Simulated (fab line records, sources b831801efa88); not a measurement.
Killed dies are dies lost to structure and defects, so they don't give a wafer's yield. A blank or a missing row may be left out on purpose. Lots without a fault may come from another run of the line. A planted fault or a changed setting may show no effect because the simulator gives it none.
fab line records | flow sfq_line
record lots=6 wafers=18 last_day=83
route steps=325 shown R5@220 I5@228
lots that met no fault: from a run of the same line without faults
start_h: hours from the record's first day to the start of the lot's first wafer shown | wait_h: hours since the lot's step before | " the same as in the row above | L1.1+2: a row that stands for several wafers | - no value, or no start given | * or withheld: withheld | < > ~ a bound
route shown NAME@n: a module of which the file shows steps, and the number in the route of the first | usual: mean/standard deviation of fault-free wafers | same: alike in all rows | chamber/n: place in a boat | sites: the reading at each site | _std_site: their standard deviation | _edge_site: outer sites' mean less inner sites' | radius_mm: how far each site lies from the wafer's centre | mask NAME#n: copy n | behind: the tool/chamber that last shaped the wafer | hold: why the lot was held/for how many hours/how that ended | device: the transistor (n, p or np) that didn't switch | end of line: the same wafers' tests at the end of the route | a step without rows: its recipe alone | killed: dies lost to structure and defects at the first sort, not the wafer's yield | map: a wafer's dies, x killed, . not, _ none there
set.NAME: the setting as run; set.NAME@STEP: as run at that earlier step | model.NAME: the simulator's own value behind a step, which no gauge read
lots at some steps of the route; a table a step, a row a wafer
services: from which hour (start_h, from the record's first day; less than 0 if before it) a tool's chamber was out of use, for how many hours, and why
## steps
# step SFQ_TRILAYER_R5_LITHO_EXPOSE_137
# recipe mask_id=R5 na=0.6 source_shape=conventional sigma_outer=0.65 target_cd_nm=500 dose_mj=14.4
# step SFQ_TRILAYER_R5_LITHO_PEB_139
# recipe peb_temp_c=115 peb_time_s=60 resist=KrF
# step SFQ_TRILAYER_R5_LITHO_DEVELOP_138
# recipe time_s=60 resist=KrF
# step SFQ_R5_OVL_MEAS_935
# usual R5_OVL=0/5.1
# columns lot.wafer tool chamber start_h wait_h R5_OVL[nm]
L168.3 overlay-02 - 1357.40 0.1 -1
L168.4 " - " " 0
L168.5 " - " " -3
L169.2 overlay-02 - 1364.60 0.1 14
L169.3 " - " " 3
L169.4 " - " " 10
L170.2 overlay-02 - 1367.00 0.1 -5
L170.3 " - " " 1
L170.6 " - " " -9
L182.2 overlay-01 - 1664.44 0.1 0
L182.3 " - " " 1
L182.5 " - " " -2
L185.1 overlay-01 - 1692.03 0.1 2
L185.3 " - " " 0
L185.5 " - " " 0
L186.2 overlay-01 - 1699.69 0.1 -1
L186.4 " - " " -5
L186.6 " - " " 2
# step SFQ_TRILAYER_R5_BARC_OPEN_METAL_ETCH_177
# recipe mask_material=PR chemistry=O2 target_depth_nm=125 target=BARC icp_w=600 bias_w=80 pressure_mtorr=10 time_s=41.7
# usual drypump_motor_current_A=5.71/0.3 he_backside_leak_sccm=3.5/0.4 oes_product_au=0.686/0.0044
# columns lot.wafer tool chamber start_h wait_h drypump_motor_current_A he_backside_leak_sccm oes_product_au rf_hours_counter_h
L168.3 rie_metal-02 1 1357.45 0.0 5.91 3.3 0.691 -
L168.4 " 0 " " 5.64 3.5 0.681 -
L168.5 " 0 " " 5.64 3.6 0.685 -
L169.2 rie_metal-01 0 1364.63 0.0 5.37 3.4 0.691 104
L169.3 " 1 " " 6.09 4.0 0.689 -
L169.4 " 0 " " 5.36 3.2 0.694 -
L170.2 rie_metal-01 0 1367.03 0.0 5.35 3.3 0.682 104
L170.3 " 0 " " 5.34 3.1 0.692 -
L170.6 " 0 " " 5.33 3.2 0.687 -
L182.2 rie_metal-01 0 1664.47 0.0 5.35 2.9 0.681 12
L182.3 " 0 " " 5.36 3.0 0.690 -
L182.5 " 0 " " 5.36 3.1 0.683 -
L185.1 rie_metal-04 0 1692.06 0.0 5.51 3.8 0.684 82
L185.3 " 0 " " 5.54 3.8 0.676 -
L185.5 " 0 " " 5.52 3.8 0.684 -
L186.2 rie_metal-02 0 1699.72 0.0 5.65 3.4 0.689 88
L186.4 " 0 " " 5.64 3.1 0.691 -
L186.6 " 1 " " 5.91 3.4 0.684 -
# step SFQ_TRILAYER_R5_ETCH_METAL_ETCH_139
# recipe stop_on=SiO2 mask_material=PR chemistry=Cl2 target_depth_nm=60 icp_w=600 bias_w=80 pressure_mtorr=10 time_s=40
# usual drypump_motor_current_A=5.71/0.29 he_backside_leak_sccm=3.5/0.34 oes_product_au=0.985/0.0078
# columns lot.wafer tool chamber start_h wait_h drypump_motor_current_A he_backside_leak_sccm oes_product_au rf_hours_counter_h
L168.3 rie_metal-02 1 1357.50 0.0 5.89 3.2 0.981 -
L168.4 " 0 " " 5.67 3.6 0.998 -
L168.5 " 0 " " 5.65 3.4 0.983 -
L169.2 rie_metal-01 0 1364.68 0.0 5.34 3.3 0.976 104
L169.3 " 1 " " 6.07 3.4 0.987 -
L169.4 " 0 " " 5.34 3.5 0.973 -
L170.2 rie_metal-01 0 1367.08 0.0 5.37 3.4 0.972 104
L170.3 " 0 " " 5.35 3.2 0.977 -
L170.6 " 0 " " 5.35 3.3 0.980 -
L182.2 rie_metal-01 0 1664.53 0.0 5.34 3.0 0.972 12
L182.3 " 0 " " 5.34 3.3 0.972 -
L182.5 " 0 " " 5.35 3.2 0.983 -
L185.1 rie_metal-04 0 1692.12 0.0 5.49 3.8 0.982 82
L185.3 " 0 " " 5.49 3.9 0.983 -
L185.5 " 0 " " 5.49 3.9 0.987 -
L186.2 rie_metal-02 0 1699.78 0.0 5.65 3.7 0.989 88
L186.4 " 0 " " 5.65 3.8 0.996 -
L186.6 " 1 " " 5.89 3.4 0.986 -
# step SFQ_TRILAYER_R5_STRIP_STRIP_140
# recipe gas=O2 power_w=200 platen_temp_c=40 overash_fraction=0.65 chemistry=O2 pressure_mtorr=50
# usual drypump_motor_current_A=5.71/0.29 he_backside_leak_sccm=3.5/0.32 oes_product_au=0.989/0.012 platen_temp_c=40.01/0.11
# columns lot.wafer tool chamber start_h wait_h drypump_motor_current_A he_backside_leak_sccm oes_product_au platen_temp_c rf_hours_counter_h
L168.3 rie_metal-02 1 1357.74 0.2 5.88 3.1 0.990 39.93 -
L168.4 " 0 " " 5.63 3.7 0.997 39.96 -
L168.5 " 0 " " 5.63 3.6 0.997 40.09 -
L169.2 rie_metal-01 0 1364.74 0.0 5.37 3.1 0.965 39.79 104
L169.3 " 1 " " 6.09 3.7 0.972 39.92 -
L169.4 " 0 " " 5.36 3.3 0.962 39.95 -
L170.2 rie_metal-01 0 1367.14 0.0 5.34 3.3 0.968 39.95 104
L170.3 " 0 " " 5.31 3.2 0.967 40.01 -
L170.6 " 0 " " 5.33 3.3 0.971 40.03 -
L182.2 rie_metal-01 0 1664.59 0.0 5.32 3.1 0.985 40.02 13
L182.3 " 0 " " 5.36 3.1 0.982 39.79 -
L182.5 " 0 " " 5.34 3.3 0.985 39.93 -
L185.1 rie_metal-04 0 1692.18 0.0 5.53 3.7 0.990 40.20 82
L185.3 " 0 " " 5.51 3.7 0.992 40.09 -
L185.5 " 0 " " 5.50 3.8 0.987 40.04 -
L186.2 rie_metal-02 0 1699.84 0.0 5.64 3.5 0.998 39.93 89
L186.4 " 0 " " 5.64 3.9 1.005 39.90 -
L186.6 " 1 " " 5.89 3.4 0.971 40.08 -
# step SFQ_TRILAYER_R5_STRIP_SOLV_CLEAN_141
# recipe chemistry=NMP temp_c=70 time_s=600
# step SFQ_TRILAYER_A5C_DEP_PECVD_142
# recipe material=SiO2 temp_c=150 time_s=15.556 pressure_torr=2.4 rf_w=183.3 precursor=SiH4/N2O target_thk_nm=70
# usual chamber_pressure_Torr=2.400/0.0054 heater_power_w=88/14 throttle_valve_pct=23.8/1.6
# columns lot.wafer tool chamber start_h wait_h chamber_pressure_Torr heater_power_w throttle_valve_pct
L168.3 pecvd-04 1 1358.32 0.0 2.397 94 22.8
L168.4 " 1 " " 2.401 96 22.9
L168.5 " 0 " " 2.399 107 22.7
L169.2 pecvd-04 2 1365.52 0.0 2.394 82 23.2
L169.3 " 0 " " 2.403 110 22.5
L169.4 " 1 " " 2.397 100 23.1
L170.2 pecvd-03 2 1367.92 0.0 2.405 80 22.9
L170.3 " 1 " " 2.409 68 27.8
L170.6 " 1 " " 2.410 68 27.8
L182.2 pecvd-02 0 1665.36 0.0 2.399 73 24.3
L182.3 " 1 " " 2.400 92 22.7
L182.5 " 2 " " 2.409 68 24.0
L185.1 pecvd-02 2 1692.96 0.0 2.399 65 24.1
L185.3 " 1 " " 2.408 95 22.4
L185.5 " 2 " " 2.393 67 24.0
L186.2 pecvd-03 1 1700.61 0.0 2.402 81 23.4
L186.4 " 2 " " 2.406 66 21.7
L186.6 " 1 " " 2.401 81 23.7
# step SFQ_TRILAYER_I5_LITHO_COAT_149
# recipe resist=BARC spin_rpm=3000 resist_thk_nm=62
# step SFQ_TRILAYER_I5_LITHO_COAT_144
# recipe resist=KrF spin_rpm=3000 resist_thk_nm=650
# step SFQ_TRILAYER_I5_LITHO_SOFTBAKE_148
# recipe temp_c=withheld time_s=withheld resist=KrF
# step SFQ_TRILAYER_I5_LITHO_EXPOSE_145
# recipe mask_id=I5 na=0.6 source_shape=conventional sigma_outer=0.65 target_cd_nm=700 dose_mj=21.3
# same sigma_outer=0.65
# columns lot.wafer tool chamber start_h wait_h mask
L168.3+4+5 krf_scanner-02 0 1431.79 - I5#0
L169.2+3+4 krf_scanner-02 0 1436.39 - I5#0
L170.2+3+6 krf_scanner-02 0 1437.59 - I5#0
L182.2+3+5 krf_scanner-02 0 1666.34 - I5#0
L185.1+3+5 krf_scanner-01 0 1693.86 - I5#0
L186.2+4+6 krf_scanner-01 0 1717.86 - I5#0
# step SFQ_TRILAYER_I5_LITHO_PEB_147
# recipe peb_temp_c=115 peb_time_s=60 resist=KrF
# step SFQ_TRILAYER_I5_LITHO_DEVELOP_146
# recipe time_s=60 resist=KrF
# step SFQ_I5_OVL_MEAS_936
# usual I5_OVL=0/4.7
# columns lot.wafer tool chamber start_h wait_h I5_OVL[nm]
L168.3 overlay-02 - 1432.90 0.1 1
L168.4 " - " " -9
L168.5 " - " " -2
L169.2 overlay-02 - 1437.70 0.1 0
L169.3 " - " " 6
L169.4 " - " " 1
L170.2 overlay-02 - 1438.90 0.1 0
L170.3 " - " " -7
L170.6 " - " " 0
L182.2 overlay-02 - 1667.64 0.1 -1
L182.3 " - " " -2
L182.5 " - " " 3
L185.1 overlay-01 - 1695.36 0.1 -4
L185.3 " - " " -1
L185.5 " - " " -3
L186.2 overlay-01 - 1719.16 0.1 8
L186.4 " - " " 10
L186.6 " - " " 11
# step SFQ_TRILAYER_I5_BARC_OPEN_VIA_ETCH_200
# recipe mask_material=PR chemistry=O2 target_depth_nm=125 target=BARC source_w=500 bias_w=80 pressure_mtorr=30 time_s=41.7
# usual drypump_motor_current_A=5.7/0.37 oes_product_au=0.685/0.0049
# columns lot.wafer tool chamber start_h wait_h drypump_motor_current_A oes_product_au rf_hours_counter_h model.I5.cd_nm
L168.3 rie_diel-01 2 1432.93 0.0 6.0 0.690 15 701.4
L168.4 " 1 " " 5.4 0.688 - 701.6
L168.5 " 0 " " 6.0 0.694 - 698.7
L169.2 rie_diel-04 1 1437.73 0.0 6.0 0.685 4 707.4
L169.3 " 3 " " 5.6 0.686 17 700.9
L169.4 " 2 " " 6.1 0.686 - 699.5
L170.2 rie_diel-01 2 1438.93 0.0 6.0 0.685 15 709.4
L170.3 " 1 " " 5.4 0.691 11 701.8
L170.6 " 1 " " 5.4 0.691 - 700.7
L182.2 rie_diel-04 1 1667.67 0.0 6.0 0.682 8 699.7
L182.3 " 2 " " 6.1 0.682 14 700.5
L182.5 " 2 " " 6.1 0.686 - 701.5
L185.1 rie_diel-01 1 1695.39 0.0 5.4 0.692 15 702.6
L185.3 " 2 " " 6.1 0.679 0 702.4
L185.5 " 3 " " 6.0 0.688 - 700.9
L186.2 rie_diel-02 2 1719.19 0.0 5.0 0.684 17 700.6
L186.4 " 0 " " 5.7 0.689 2 699.1
L186.6 " 3 " " 6.0 0.683 - 700.9
# step SFQ_TRILAYER_I5_ETCH_VIA_ETCH_147
# recipe stop_on=Nb mask_material=PR chemistry=CHF3 target_depth_nm=360 source_w=500 bias_w=80 pressure_mtorr=30 time_s=withheld
# usual drypump_motor_current_A=5.7/0.37 oes_product_au=0.986/0.0079
# columns lot.wafer tool chamber start_h wait_h drypump_motor_current_A oes_product_au model.I5.cd_nm
L168.3 rie_diel-01 2 1432.96 0.0 6.0 0.988 699.4
L168.4 " 1 " " 5.4 0.988 702.1
L168.5 " 0 " " 6.0 0.992 700.5
L169.2 rie_diel-04 1 1437.76 0.0 6.0 0.991 704.6
L169.3 " 3 " " 5.6 0.987 702.2
L169.4 " 2 " " 6.1 0.976 697
L170.2 rie_diel-01 2 1438.96 0.0 6.0 0.982 707.7
L170.3 " 1 " " 5.4 0.987 700.9
L170.6 " 1 " " 5.4 0.978 702
L182.2 rie_diel-04 1 1667.71 0.0 6.0 0.998 698.2
L182.3 " 2 " " 6.1 0.974 697.3
L182.5 " 2 " " 6.1 0.971 699.3
L185.1 rie_diel-01 1 1695.43 0.0 5.4 0.982 705
L185.3 " 2 " " 6.1 0.978 701.9
L185.5 " 3 " " 5.9 0.997 700.5
L186.2 rie_diel-02 2 1719.23 0.0 5.1 0.994 701.9
L186.4 " 0 " " 5.7 0.989 702.8
L186.6 " 3 " " 6.0 0.983 703.4
# step SFQ_TRILAYER_I5_STRIP_STRIP_148
# recipe gas=O2 power_w=200 platen_temp_c=40 overash_fraction=0.65 chemistry=O2 pressure_mtorr=50
# usual drypump_motor_current_A=5.5/0.34 he_backside_leak_sccm=3.56/0.29 oes_product_au=0.992/0.016 platen_temp_c=39.99/0.11
# columns lot.wafer tool chamber start_h wait_h drypump_motor_current_A he_backside_leak_sccm oes_product_au platen_temp_c rf_hours_counter_h
L168.3 rie_metal-01 1 1433.31 - 6.1 3.83 0.988 39.94 -
L168.4 " 0 " " 5.4 3.40 0.982 39.92 -
L168.5 " 1 " " 6.1 3.72 0.989 39.97 -
L169.2 rie_metal-03 0 1437.91 - 5.0 3.44 1.011 39.97 44
L169.3 " 1 " " 5.7 3.14 0.992 40.11 -
L169.4 " 0 " " 5.0 3.39 1.026 40.02 -
L170.2 rie_metal-01 0 1439.11 - 5.3 3.26 0.986 40.03 115
L170.3 " 1 " " 6.1 3.74 0.976 39.59 -
L170.6 " 1 " " 6.1 3.61 0.999 39.90 -
L182.2 rie_metal-04 0 1667.86 - 5.5 3.75 0.976 39.92 79
L182.3 " 0 " " 5.5 3.72 0.979 39.98 -
L182.5 " 1 " " 5.2 3.53 1.011 39.95 -
L185.1 rie_metal-04 0 1695.58 - 5.5 3.65 0.988 39.92 83
L185.3 " 0 " " 5.5 3.79 0.977 39.92 -
L185.5 " 1 " " 5.2 3.91 1.013 40.01 -
L186.2 rie_metal-04 1 1719.58 - 5.2 3.79 1.007 39.98 -
L186.4 " 1 " " 5.2 3.84 1.009 39.91 -
L186.6 " 1 " " 5.2 3.89 1.012 39.93 -
## services
# columns tool chamber start_h hours kind
krf_scanner-02 - 1333.57 0.3 repair
rie_diel-04 2 1348.75 4.6 repair
rie_metal-02 0 1361.30 8.1 repair
rie_metal-01 1 1372.04 4.8 repair
rie_metal-01 0 1390.89 7.9 repair
rie_diel-01 2 1401.30 6.3 repair
krf_scanner-02 - 1421.89 1.0 pm
krf_scanner-02 - 1422.89 1.3 pm
rie_diel-01 3 1431.16 16.9 repair
rie_diel-04 0 1436.52 7.0 repair
rie_diel-01 0 1451.02 11.1 repair
krf_scanner-02 - 1454.15 3.8 repair
krf_scanner-02 - 1466.40 0.8 pm
rie_diel-04 2 1468.44 4.9 repair
rie_metal-01 - 1477.19 1.0 repair
rie_metal-02 1 1487.13 19.3 repair
rie_metal-01 - 1494.21 0.3 repair
krf_scanner-02 - 1502.92 8.1 repair
rie_diel-04 1 1541.18 5.0 repair
rie_metal-04 1 1552.43 3.7 repair
rie_metal-04 0 1600.27 8.1 repair
rie_metal-02 - 1626.85 2.8 pm
rie_diel-01 - 1659.22 2.8 pm
rie_metal-04 0 1703.98 21.4 repair
## key
first_sign none at tools or gauges
model_effect step=SFQ_TRILAYER_I5_BARC_OPEN_VIA_ETCH_200 value=I5.cd_nm without=700.7 struck=708.4
model_effect step=SFQ_TRILAYER_I5_ETCH_VIA_ETCH_147 value=I5.cd_nm without=698.4 struck=706.1
met_at SFQ_TRILAYER_I5_LITHO_EXPOSE_145
struck_wafers L169.2,L170.2
fault kind=process_parameter_drift tool=krf_scanner-02 chamber=- onset_h=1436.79 steps=SFQ_TRILAYER_I5_LITHO_EXPOSE_145 channel=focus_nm offset=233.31 shape=step end_h=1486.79 scope=struck_wafers_only
